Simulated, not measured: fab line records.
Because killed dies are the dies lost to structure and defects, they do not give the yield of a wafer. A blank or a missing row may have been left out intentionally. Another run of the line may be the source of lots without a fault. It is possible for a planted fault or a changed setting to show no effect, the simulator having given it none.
A lot that was struck, set against a sound lot :: flow sfq_line :: 13 steps out of a route of 325
Sound: these wafers, L207.1, L207.2, L207.6. Struck: wafer L199.5. (L199.3, L199.6 of the same lot were not struck and are left out.) The cause comes at the end.
At each step with rows: each side's tool, then ch and its chambers, then its first start. Under that, the readings that differ: sound wafers :: struck wafers :: difference of the means :: sigmas: that difference in standard deviations of wafers without a fault.
alike: readings whose means differ by less than 2 such deviations, and words and numbers that are the same on both sides. not compared: withheld readings, readings that some wafer has no value for, bounds like >300 that may hide the same value, and numbers for which the record gives no deviation and whose values overlap.
The two part at a step that has a row with sigmas, a row that says differs or no value, or rows on one side only. Non-overlapping numbers with no deviation appear without sigmas and do not part them. A reading that every wafer of one side lacks parts them only if that side has two wafers or more.

first, 6 steps without rows for these wafers: SFQ_TRILAYER_M3_LITHO_COAT_080 (resist thk 62 nm); SFQ_TRILAYER_M3_LITHO_COAT_075 (resist thk 600 nm); SFQ_TRILAYER_M3_LITHO_SOFTBAKE_079; SFQ_TRILAYER_M3_LITHO_EXPOSE_076 (exposes mask M3, target cd 500 nm); SFQ_TRILAYER_M3_LITHO_PEB_078 (peb time 60 s); SFQ_TRILAYER_M3_LITHO_DEVELOP_077 (time 60 s).
SFQ_M3_OVL_MEAS_921:
  sound on overlay-01, day 54 12:38; struck on overlay-01, day 51 21:58
reading: M3_OVL (nm)
sound: 10 5 13
struck: -4
difference: -13
sigmas: -2
SFQ_TRILAYER_M3_BARC_OPEN_METAL_ETCH_100: etches BARC in O2, target depth 125 nm, time 41.7 s.
  sound on rie_metal-01 ch 0,1, day 54 12:40; struck on rie_metal-03 ch 1, day 51 22:00
reading: drypump_motor_current_A (A)
sound: 5.4 5.9 5.9
struck: 4.8
difference: -0.9
sigmas: -2
  alike: oes_product_au
  not compared: rf_hours_counter_h
SFQ_TRILAYER_M3_ETCH_METAL_ETCH_078: etches Nb in Cl2/Ar, stops on SiO2, target depth 240 nm, time 120 s.
  sound on rie_metal-01 ch 0,1, day 54 12:44; struck on rie_metal-03 ch 1, day 51 22:05
  alike: drypump_motor_current_A, oes_product_au
  not compared: rf_hours_counter_h
SFQ_TRILAYER_M3_STRIP_STRIP_079: strips in O2.
  sound on rie_metal-01 ch 0,1, day 54 12:52; struck on rie_metal-03 ch 1, day 51 22:22
reading: drypump_motor_current_A (A)
sound: 5.4 5.9 5.9
struck: 4.8
difference: -0.9
sigmas: -2
  alike: oes_product_au
  not compared: rf_hours_counter_h
then, 1 step without rows for these wafers: SFQ_TRILAYER_M3_STRIP_SOLV_CLEAN_080 (cleans in NMP, time 600 s).
SFQ_TRILAYER_I3_DEP_PECVD_081: deposits SiO2 from SiH4/N2O, time 111.11 s, target thk 500 nm.
  sound on pecvd-02 ch 0,2, day 54 13:38; struck on pecvd-03 ch 2, day 51 22:56
reading: heater_power_w (W)
sound: 77 90 79
struck: 51
difference: -31
sigmas: -3

reading: rf_fwd_power_W (W)
sound: 182.3 182.5 181.6
struck: 210.5
difference: +28.4
sigmas: +47

reading: model.SiO2_of_TRILAYER_I3_DEP_PECVD_081.thk_nm (nm)
sound: 502.2 501.1 508.6
struck: 525.3
difference: +21.3
sigmas: 
  alike: throttle_valve_pct
SFQ_TRILAYER_I3_CMP_CMP_082: polishes SiO2.
  sound on cmp-02 ch 0,2,3, day 54 18:24; struck on cmp-02 ch 3, day 52 03:01
  alike: head_pressure_psi, motor_current_A, time_to_endpoint_s

== WHERE THEY PART ==
At SFQ_M3_OVL_MEAS_921 first; at SFQ_TRILAYER_I3_DEP_PECVD_081 last (within this record only). Later steps at which nothing parts them and some readings are alike: SFQ_TRILAYER_I3_CMP_CMP_082.

WHY: the cause the simulator had injected
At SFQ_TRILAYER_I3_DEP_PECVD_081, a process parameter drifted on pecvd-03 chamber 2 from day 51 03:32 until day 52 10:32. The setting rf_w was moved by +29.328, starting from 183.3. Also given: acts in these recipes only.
